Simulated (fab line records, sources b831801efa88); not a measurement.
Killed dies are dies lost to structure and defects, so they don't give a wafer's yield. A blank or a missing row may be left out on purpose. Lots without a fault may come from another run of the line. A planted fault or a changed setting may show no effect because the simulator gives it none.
Chamber matching | flow sfq_line | SFQ_TRILAYER_I2_VIA_ETCH_VIA_ETCH_070 on rie_diel-04: 4 sister chambers
The step etches SiO2 in CHF3, stops on Nb, target depth 260 nm. 14 wafers are shown with their chamber, then 6 later ones without.

WAFERS WITH THEIR CHAMBER
wafer  | chamber | drypump_motor_current_A (A) | chamber_pressure_mTorr (mTorr) | oes_product_au (a.u.)
L302.3 | 0       | 5.8                         | 29.994                         | 0.859
L302.5 | 1       | 6.1                         | 29.996                         | 0.856
L302.6 | 2       | 5.1                         | 30.021                         | 0.857
L306.1 | 1       | 6.1                         | 30.024                         | 0.859
L306.4 | 3       | 6.1                         | 29.969                         | 0.856
L306.6 | 0       | 5.8                         | 30.042                         | 0.847
L310.2 | 1       | 6.0                         | 30.014                         | 0.852
L310.4 | 3       | 6.1                         | 30.010                         | 0.851
L310.6 | 1       | 6.0                         | 30.030                         | 0.855
L312.1 | 3       | 6.1                         | 29.977                         | 0.851
L312.2 | 2       | 5.1                         | 30.011                         | 0.851
L312.4 | 1       | 6.0                         | 30.014                         | 0.847
L315.4 | 1       | 6.1                         | 30.011                         | 0.858
L315.5 | 0       | 5.8                         | 30.023                         | 0.857

SIGNATURES (means of the wafers above)
reading                 | chamber 0 | chamber 1 | chamber 2 | chamber 3 | scatter within a chamber
drypump_motor_current_A | 5.800     | 6.050     | 5.100     | 6.100     | 0.0387
chamber_pressure_mTorr  | 30.01967  | 30.01483  | 30.01600  | 29.98533  | 0.0169
oes_product_au          | 0.85433   | 0.85450   | 0.85400   | 0.85267   | 0.00464
Rule: a wafer's distance from a chamber is the root of the sum, over the readings, of the square of ((its reading less the chamber's mean) divided by the reading's scatter). The wafer belongs to the nearest chamber; if the next one is less than 2 further off, it can't be placed. The scatter: the root of (the sum of the squares of (reading less its chamber's mean) over the shown wafers, divided by (wafers less chambers)).

WAFERS WITHOUT THEIR CHAMBER
wafer  | drypump_motor_current_A (A) | chamber_pressure_mTorr (mTorr) | oes_product_au (a.u.)
L315.6 | 6.0                         | 29.936                         | 0.857
L322.1 | 6.0                         | 30.017                         | 0.856
L322.4 | 6.0                         | 30.001                         | 0.855
L322.6 | 6.1                         | 29.978                         | 0.855
L325.4 | 5.1                         | 30.017                         | 0.852
L325.5 | 6.1                         | 29.997                         | 0.852

WHICH CHAMBER EACH WENT THROUGH
wafer  | from the rows above     | in truth
L315.6 | can't be placed: 3 or 1 | 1
L322.1 | can't be placed: 1 or 3 | 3
L322.4 | can't be placed: 1 or 3 | 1
L322.6 | can't be placed: 3 or 1 | 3
L325.4 | 2                       | 2
L325.5 | can't be placed: 3 or 1 | 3
Placed correctly: 1 of 6. Can't be placed from these rows: 5 (the true chamber is among the candidates in 5). Placed wrongly: 0.
